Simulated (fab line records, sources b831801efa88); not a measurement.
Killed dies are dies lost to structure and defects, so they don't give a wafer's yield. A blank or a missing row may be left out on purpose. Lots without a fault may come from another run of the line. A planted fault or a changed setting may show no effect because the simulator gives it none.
Problem report in the 8D (eight disciplines) form, filled by code | flow sky130 | the parts of the form that need people (team, actions taken, sign-off) are left out

1. THE PROBLEM
LDD_HVP_TW at SKY_LDD_HVP_TW_MEAS_10 reads a mean of 413.2 on 6 wafers of 2 lots; wafers without a fault read 461.3 with a standard deviation of 2.3. That is -21 standard deviations from the usual mean.
First seen on wafer L745.1, day 26 02:41, on film_metro-03. The record holds 36 wafers of 12 lots with a number at this step. Rule for "out", or "out of limits": more than 4 standard deviations from the usual mean. The other wafers with a number count as sound.

2. WHAT IT IS AND WHAT IT IS NOT
question                    | is                     | is not
which readings at this step | LDD_HVP_TW             | -
which lots                  | L745, L746             | L732, L735, L736, L739, L740, L744, L749, L750, L753, L754
which wafers of those lots  | all that have a number | -
read on which gauges        | film_metro-03          | film_metro-01, film_metro-04
when                        | from day 26 02:41      | up to then (18 sound wafers); but 12 sound wafers of L749, L750, L753, L754 came after

3. SUSPECTS, AND WHAT RULES EACH OUT
Counting: a tool at a process step up to the reading stays a suspect if it ran every lot that is out and no sound lot after the first of them.
- the gauge at SKY_LDD_HVP_TW_MEAS_10: ruled out. All the wafers that are out were read on film_metro-03, but those of them that SKY_LDD_HVP_IMPLANT_08 has rows for are out there too, on other tools.
- implanter-03 at SKY_LDD_HVP_IMPLANT_08: kept. It ran every lot that is out, first L745 (day 26 02:26), and no sound lot after that; its last sound lot up to then is L739 (day 24 11:39). Its own readings are out on those wafers: dose_ions_cm2, faraday_current_uA.
Left after counting: implanter-03 at SKY_LDD_HVP_IMPLANT_08.

4. THE CAUSE (what the simulator had put in)
Process parameter drift: implanter-03, from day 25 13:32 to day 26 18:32, at SKY_LDD_HVP_IMPLANT_08. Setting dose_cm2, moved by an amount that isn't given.
Counting left only this tool.

5. THE CHAIN OF EFFECTS, in route order
Each row: a reading whose mean over the struck wafers that have a number lies more than 3 standard deviations from the usual. Only readings for which the record gives a usual standard deviation are gone through. hours: the time from each lot's start at the first step in this table that gives one to its start at this step, as a median over the lots. sigmas: the change in usual standard deviations.
hours | step                   | reading            | usual   | on struck wafers | change   | sigmas
0     | SKY_LDD_HVP_IMPLANT_08 | dose_ions_cm2      | 1.7e+13 | 1.2e+13          | -5.0e+12 | -99 or more
0     | SKY_LDD_HVP_IMPLANT_08 | faraday_current_uA | 95.5    | 68.0             | -27.5    | -14
0     | SKY_LDD_HVP_TW_MEAS_10 | LDD_HVP_TW         | 461.3   | 413.2            | -48.1    | -21
The process steps in it:
- SKY_LDD_HVP_IMPLANT_08
Later measuring or inspecting steps at which every struck wafer that the step has a row for has a number for every such reading, and none has moved that far: SKY_POLY_CUT_CD_MEAS_08.

6. WHAT WOULD HAVE CAUGHT IT SOONER
In this record the first reading out of limits at a measuring or inspecting step was taken at day 26 02:41, 13 hours after the fault began at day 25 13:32.
The tool's own readings at SKY_LDD_HVP_IMPLANT_08 were out on every struck wafer that the step has a row for (dose_ions_cm2, faraday_current_uA): an alarm limit on them would have fired on the first of those.
Of the lots that are out (2), L746 began SKY_LDD_HVP_IMPLANT_08 on implanter-03 after day 26 02:41. A hold on the tool at that time would have spared it.
